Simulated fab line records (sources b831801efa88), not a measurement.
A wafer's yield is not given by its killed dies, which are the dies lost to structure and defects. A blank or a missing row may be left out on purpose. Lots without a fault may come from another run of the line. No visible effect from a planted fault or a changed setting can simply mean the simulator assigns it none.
fab line records -- flow gf180mcu
record: lots: 6, wafers: 16, last-day: 34
route steps=602 shown MIM@523 M5@526
lots with no fault: from the same line, run without faults
start-h: the number of hours between the record's first day and the start of the first shown wafer of the lot -- wait-h: how many hours have passed since the lot's step before this one -- " the same as in the row above -- L1.1+2: several wafers, shown together as one row -- - no value, or no start given -- * or withheld: withheld -- < > ~ a bound
route shown NAME@n: a module of which the file shows steps, and the number in the route of the first -- usual: average and standard deviation across the fault-free wafers -- same: alike in all rows -- chamber/n: place in a boat -- sites: per-site readings -- _std_site: standard deviation of those values -- _edge_site: mean of outer sites minus mean of inner sites -- radius-mm: how far each site lies from the wafer's centre -- mask NAME#n: copy n -- behind: the most recent tool/chamber to have shaped the wafer -- hold: what put the lot on hold/how long, in hours/how the hold closed -- device: the n, p or np transistor that did not switch -- end of line: tests of these same wafers at the route's end -- step lacking rows: just its recipe -- killed: count of dies lost to structure and defects at first sort (not the wafer's yield) -- map: shows each die of a wafer: x if killed, . if not, _ if none is there
set.NAME: the setting as run; set.NAME@STEP: as run at that earlier step -- model.NAME: the simulator's own value behind a step, which no gauge read
lots at selected steps of the route; one table per step, one row per wafer
services: the hour from which a tool's chamber was out of use, counted from the record's first day as start-h (under 0 if before that day), plus the number of hours and why
== steps ==
step: GF_MIM_STRIP_20
recipe: chemistry: O2/N2, power-w: 1400, pressure-mtorr: 1500, platen-temp-c: 250, o2-flow-sccm: 3000, n2-flow-sccm: 300, overash-fraction: 0.5
usual: drypump-motor-current-A: 5.59/0.22, heater-power-w: 331/39, n2-flow-sccm: 300.1/0.81, oes-product-au: 0.692/0.0044, strip-time-to-endpoint-s: 11.22/0.04
lot.wafer,tool,chamber,start-h,wait-h,drypump-motor-current-A,heater-power-w,n2-flow-sccm,oes-product-au,rf-hours-counter-h,strip-time-to-endpoint-s
L151.2,plasma-asher-03,0,592.70,0.0,5.67,337,299.2,0.693,8,11.10
L151.3,plasma-asher-03,1,592.70,0.0,5.47,374,301.3,0.691,-,11.15
L151.4,plasma-asher-03,0,592.70,0.0,5.66,340,298.7,0.687,-,11.13
L156.2,plasma-asher-03,1,621.43,0.0,5.48,378,300.3,0.696,11,11.23
L156.5,plasma-asher-03,0,621.43,0.0,5.67,328,301.4,0.692,-,11.21
L156.6,plasma-asher-03,1,621.43,0.0,5.48,391,300.3,0.696,-,11.23
L167.5,plasma-asher-03,1,705.29,0.1,5.47,367,301.4,0.689,-,11.14
L167.6,plasma-asher-03,0,705.29,0.1,5.61,334,299.4,0.683,-,11.14
L169.1,plasma-asher-04,1,721.17,0.0,5.42,265,298.6,0.692,64,11.14
L169.6,plasma-asher-04,1,721.17,0.0,5.40,271,299.6,0.695,-,11.20
L170.1,plasma-asher-02,1,723.31,0.0,5.21,360,300.0,0.691,103,11.25
L170.2,plasma-asher-02,0,723.31,0.0,5.97,360,299.6,0.701,103,11.25
L170.5,plasma-asher-02,1,723.31,0.0,5.22,360,298.9,0.694,-,11.26
L174.1,plasma-asher-02,0,746.96,0.0,5.97,357,300.3,0.688,106,11.27
L174.2,plasma-asher-02,1,746.96,0.0,5.23,366,301.2,0.690,106,11.26
L174.6,plasma-asher-02,0,746.96,0.0,5.95,369,300.3,0.687,-,11.27
step: GF_MIM_STRIP_21
recipe: chemistry: post-etch-residue-remover, time-s: 1200, temp-c: 72.5
step: GF_MIM_CLEAN_22
recipe: chemistry: DIW, dry: n2-spin
step: GF_M5_DEHYDRATE_00
recipe: temp-c: 200, time-s: 60
step: GF_M5_HMDS_01
recipe: prime-time-s: 60, prime-temp-c: 120
step: GF_M5_COAT_02
recipe: resist: KrF, spin-rpm: withheld, resist-thk-nm: 1000
step: GF_M5_SOFTBAKE_03
recipe: temp-c: 130, time-s: 60, resist: KrF
step: GF_M5_EXPOSE_04
recipe: mask-id: Metal5, target-cd-nm: 280, na: 0.68, source-shape: conventional, sigma-outer: 0.6, dose-mj: 28
step: GF_M5_PEB_05
recipe: peb-temp-c: 135, peb-time-s: 90, resist: KrF
step: GF_M5_DEVELOP_06
recipe: develop-time-s: 60, dev-temp-c: 21
step: GF_M5_CD_MEAS_07
recipe: target-cd-nm: 280
usual: cd-nm: 280.1/1
lot.wafer,tool,chamber,start-h,wait-h,cd-nm
L151.2,cd-sem-01,-,614.74,0.1,279.6
L151.3,cd-sem-01,-,614.74,0.1,280.0
L151.4,cd-sem-01,-,614.74,0.1,280.4
L156.2,cd-sem-01,-,642.79,0.1,279.7
L156.5,cd-sem-01,-,642.79,0.1,279.8
L156.6,cd-sem-01,-,642.79,0.1,280.7
L167.5,cd-sem-02,-,723.70,0.1,281.5
L167.6,cd-sem-02,-,723.70,0.1,280.6
L169.1,cd-sem-01,-,738.92,0.1,281.7
L169.6,cd-sem-01,-,738.92,0.1,282.3
L170.1,cd-sem-01,-,740.97,0.1,281.3
L170.2,cd-sem-01,-,740.97,0.1,281.9
L170.5,cd-sem-01,-,740.97,0.1,280.8
L174.1,cd-sem-01,-,763.27,0.1,279.4
L174.2,cd-sem-01,-,763.27,0.1,279.3
L174.6,cd-sem-01,-,763.27,0.1,279.7
step: GF_M5_OVL_MEAS_08
usual: M5_OVL: 2/5.3
lot.wafer,tool,chamber,start-h,wait-h,M5_OVL[nm]
L151.2,overlay-01,-,614.85,0.1,4
L151.3,overlay-01,-,614.85,0.1,7
L151.4,overlay-01,-,614.85,0.1,6
L156.2,overlay-02,-,642.90,0.1,3
L156.5,overlay-02,-,642.90,0.1,2
L156.6,overlay-02,-,642.90,0.1,5
L167.5,overlay-02,-,723.77,0.0,3
L167.6,overlay-02,-,723.77,0.0,-6
L169.1,overlay-02,-,739.04,0.1,1
L169.6,overlay-02,-,739.04,0.1,8
L170.1,overlay-02,-,741.09,0.1,11
L170.2,overlay-02,-,741.09,0.1,0
L170.5,overlay-02,-,741.09,0.1,3
L174.1,overlay-01,-,763.39,0.1,9
L174.2,overlay-01,-,763.39,0.1,7
L174.6,overlay-01,-,763.39,0.1,4
step: GF_M5_ETCH_09
recipe: chemistry: CF4/O2, target: Si3N4, target-depth-nm: 52, source-w: 800, bias-w: 150, pressure-mtorr: 150, cf4-flow-sccm: 80, O2_flow_sccm: 10, time-s: 11.6
usual: O2_flow_sccm: 9.998/0.029, drypump-motor-current-A: 5.60/0.25, oes-product-au: 0.993/0.015, throttle-valve-pct: 5.968/0.0098
lot.wafer,tool,chamber,start-h,wait-h,O2_flow_sccm,drypump-motor-current-A,oes-product-au,rf-hours-counter-h,throttle-valve-pct,model.etch.depth-nm,model.KrF_of_M5_COAT_02.thk-nm
L151.2,rie-diel-02,0,614.88,0.0,10.005,5.47,0.965,6,5.961,49.38,949.6
L151.3,rie-diel-02,3,614.88,0.0,10.001,5.55,1.003,65,5.969,51.56,952.3
L151.4,rie-diel-02,2,614.88,0.0,9.994,5.96,1.009,8,5.964,52.38,950.8
L156.2,rie-diel-03,3,642.93,0.0,9.936,5.75,0.990,58,5.949,50.92,950.1
L156.5,rie-diel-03,0,642.93,0.0,10.031,5.77,0.984,-,5.972,50.94,952.9
L156.6,rie-diel-03,3,642.93,0.0,9.951,5.79,0.985,-,5.970,50.88,952.7
L167.5,rie-diel-03,3,723.79,0.0,10.008,5.76,0.901,-,5.947,43.7,957.2
L167.6,rie-diel-03,0,723.79,0.0,9.984,5.75,0.894,-,5.940,43.35,959.4
L169.1,rie-diel-03,1,739.08,0.0,9.999,5.94,1.001,18,5.957,52.38,951.6
L169.6,rie-diel-03,2,739.08,0.0,9.986,5.23,0.887,-,5.948,42.5,957.7
L170.1,rie-diel-02,1,741.13,0.0,9.992,5.52,1.001,17,5.950,51.95,947.7
L170.2,rie-diel-02,0,741.13,0.0,9.986,5.49,0.983,12,5.953,50.58,952.2
L170.5,rie-diel-02,1,741.13,0.0,10.032,5.50,0.999,-,5.976,51.96,948.2
L174.1,rie-diel-02,3,763.43,0.0,10.029,5.55,1.008,2,5.965,52.38,953.1
L174.2,rie-diel-02,1,763.43,0.0,9.924,5.51,1.004,18,5.960,52.2,951.7
L174.6,rie-diel-02,0,763.43,0.0,9.945,5.51,0.977,-,5.960,50.32,953.1
step: GF_M5_METAL_ETCH_10
recipe: chemistry: Cl2/BCl3, mask-material: KrF, target-depth-nm: 750.8, stop-on: SiO2, pressure-mtorr: 8, icp-w: 800, bias-w: 140, Cl2_flow_sccm: 80, bcl3-flow-sccm: 40, time-s: 125.1
usual: drypump-motor-current-A: 5.68/0.25, he-backside-leak-sccm: 3.24/0.2, oes-product-au: 0.988/0.0074, throttle-valve-pct: 28.232/0.011
lot.wafer,tool,chamber,start-h,wait-h,drypump-motor-current-A,he-backside-leak-sccm,oes-product-au,rf-hours-counter-h,throttle-valve-pct
L151.2,rie-metal-01,0,614.90,0.0,5.30,3.46,0.981,12,28.239
L151.3,rie-metal-01,0,614.90,0.0,5.26,3.59,0.989,-,28.236
L151.4,rie-metal-01,1,614.90,0.0,5.89,3.13,0.995,-,28.248
L156.2,rie-metal-01,1,642.95,0.0,5.88,3.00,0.992,0,28.242
L156.5,rie-metal-01,0,642.95,0.0,5.27,3.43,0.980,-,28.239
L156.6,rie-metal-01,1,642.95,0.0,5.87,3.03,0.988,-,28.248
L167.5,rie-metal-01,1,723.89,0.1,5.91,3.16,0.982,-,28.244
L167.6,rie-metal-01,0,723.89,0.1,5.28,3.53,0.971,-,28.251
L169.1,rie-metal-01,0,739.10,0.0,5.28,3.43,0.981,2,28.240
L169.6,rie-metal-01,1,739.10,0.0,5.91,3.20,0.987,-,28.220
L170.1,rie-metal-03,0,741.15,0.0,5.95,2.92,0.984,11,28.203
L170.2,rie-metal-03,1,741.15,0.0,5.56,3.31,0.979,8,28.238
L170.5,rie-metal-03,1,741.15,0.0,5.56,3.19,0.981,-,28.248
L174.1,rie-metal-03,1,763.45,0.0,5.55,3.08,0.993,9,28.232
L174.2,rie-metal-03,0,763.45,0.0,5.95,3.10,0.989,12,28.233
L174.6,rie-metal-03,0,763.45,0.0,5.94,3.09,0.989,-,28.236
== services ==
tool,chamber,start-h,hours,kind
rie-metal-01,-,577.41,14.6,pm
rie-diel-03,-,583.64,14.6,pm
plasma-asher-03,-,584.16,1.4,repair
plasma-asher-04,-,600.04,4.0,pm
rie-metal-01,1,616.76,-,clean
rie-metal-01,1,616.76,22.1,scheduled-down
rie-metal-01,1,616.76,22.1,vent-cycle
rie-metal-03,0,635.68,18.4,repair
rie-metal-03,-,642.37,2.8,pm
rie-diel-03,1,666.95,8.0,repair
rie-diel-03,-,667.80,4.3,pm
rie-diel-02,3,670.06,-,clean
rie-diel-02,3,670.06,21.8,scheduled-down
rie-diel-02,3,670.06,21.8,vent-cycle
rie-metal-01,0,671.39,-,clean
rie-metal-01,0,671.39,21.1,scheduled-down
rie-metal-01,0,671.39,21.1,vent-cycle
plasma-asher-03,-,671.59,4.4,repair
rie-metal-01,0,701.09,2.3,repair
plasma-asher-04,-,706.32,1.9,repair
rie-diel-02,3,715.51,15.5,repair
rie-diel-03,2,727.10,6.5,repair
plasma-asher-02,-,739.30,0.4,repair
rie-diel-02,2,755.68,4.8,repair
== key ==
first-sign: step: GF_M5_ETCH_09, reading: oes-product-au, direction: down, sigmas: 6.5, usual: 0.993, struck: 0.894
effect: step: GF_M5_ETCH_09, reading: throttle-valve-pct, direction: down, sigmas: 2.3, usual: 5.968, struck: 5.945
model-effect: step: GF_M5_ETCH_09, value: etch.depth-nm, without: 50.55, struck: 43.18
met-at GF_M5_ETCH_09
struck-wafers L167.5,L167.6,L169.6
onset-between 642.93 723.79
fault: kind: process-parameter-drift, tool: rie-diel-03, chamber: -, onset-h: 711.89, steps: GF_M5_ETCH_09, channel: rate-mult, offset: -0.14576, shape: step, end-h: 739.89, scope: struck-wafers-only
